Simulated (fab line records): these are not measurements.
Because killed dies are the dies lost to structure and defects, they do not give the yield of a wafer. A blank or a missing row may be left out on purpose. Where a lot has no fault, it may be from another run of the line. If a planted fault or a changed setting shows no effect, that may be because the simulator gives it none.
Which tool was responsible? -- flow sky130 -- 36 wafers from 12 lots sampled at 2 of the route's 708 steps

== WHAT THE GAUGES SHOWED, per wafer ==
SKY_LDD_HVN_OVL_MEAS_07. Usual: LDD_HVN_OVL -0.9 nm, standard deviation 1.5.
lot,measured,on,LDD_HVN_OVL (nm),flag
L696,day 20 00:24,overlay-01,-0.9 -2.3 -1.1,
L697,day 20 12:28,overlay-01,-0.1 -0.6 -0.2,
L698,day 20 19:53,overlay-01,-3.0 -1.3 -2.1,
L699,day 21 12:43,overlay-01,1.4 1.0 1.8,
L700,day 21 22:17,overlay-01,0.3 -0.4 1.4,
L701,day 22 05:58,overlay-02,-4.7 -3.3 -2.3,
L702,day 22 09:11,overlay-02,-1.3 0.8 0.8,
L704,day 23 14:13,overlay-01,-1.3 -0.4 1.4,
L710,day 25 10:23,overlay-01,-3.0 -0.9 -2.2,
L711,day 25 16:20,overlay-02,-2.0 -3.0 -1.4,
L713,day 26 17:17,overlay-01,0.4 2.0 -0.3,
L717,day 27 15:34,overlay-02,0.5 2.3 1.3,

SKY_POLY_CUT_OVL_MEAS_09. Usual: POLY_CUT_OVL 1 nm, standard deviation 6.
lot,measured,on,POLY_CUT_OVL (nm),flag
L696,day 24 00:31,overlay-01,-3 1 -8,
L697,day 24 15:10,overlay-01,-3 -10 2,
L698,day 24 18:16,overlay-02,-1 9 -1,
L699,day 25 10:10,overlay-01,-10 -5 -7,
L700,day 25 19:16,overlay-02,-6 6 7,
L701,day 26 01:19,overlay-02,12 11 11,
L702,day 26 04:40,overlay-01,4 -1 8,
L704,day 27 08:52,overlay-01,13 5 4,
L710,day 29 03:58,overlay-01,-1 2 4,
L711,day 29 09:13,overlay-01,0 -2 4,
L713,day 30 08:31,overlay-01,3 5 9,
L717,day 31 07:01,overlay-02,12 1 1,

== WHAT TOOL EACH LOT RAN ON (gives the tool, then ch and the chambers of the sampled wafers, and finally the start) ==
The record shows no process step preceding these readings.

== WHAT THE TOOLS THEMSELVES READ (means of the sampled wafers that have a number; where no wafer has one, the mark that the record gives instead) ==
The record holds no such reading with a usual standard deviation.

== THE ANSWER, worked out from the rows above alone ==
Rule: a lot counts as off when the mean over its wafers that have a number is more than 3 standard deviations away from the usual mean. A lot without any number at a reading at which 4 lots or more have one is off too. The other lots that the step has rows for count as sound. The gauges are gone through in route order, then the tools' own readings, and for those a lot's mean is taken as printed above. The first step at which some lot is off is used, and at that step the reading that is off furthest; a lot without a number counts as furthest.
No lot is off on any of the readings shown, so nothing can be concluded from this.

== WHAT THE SIMULATOR HAD INSERTED ==
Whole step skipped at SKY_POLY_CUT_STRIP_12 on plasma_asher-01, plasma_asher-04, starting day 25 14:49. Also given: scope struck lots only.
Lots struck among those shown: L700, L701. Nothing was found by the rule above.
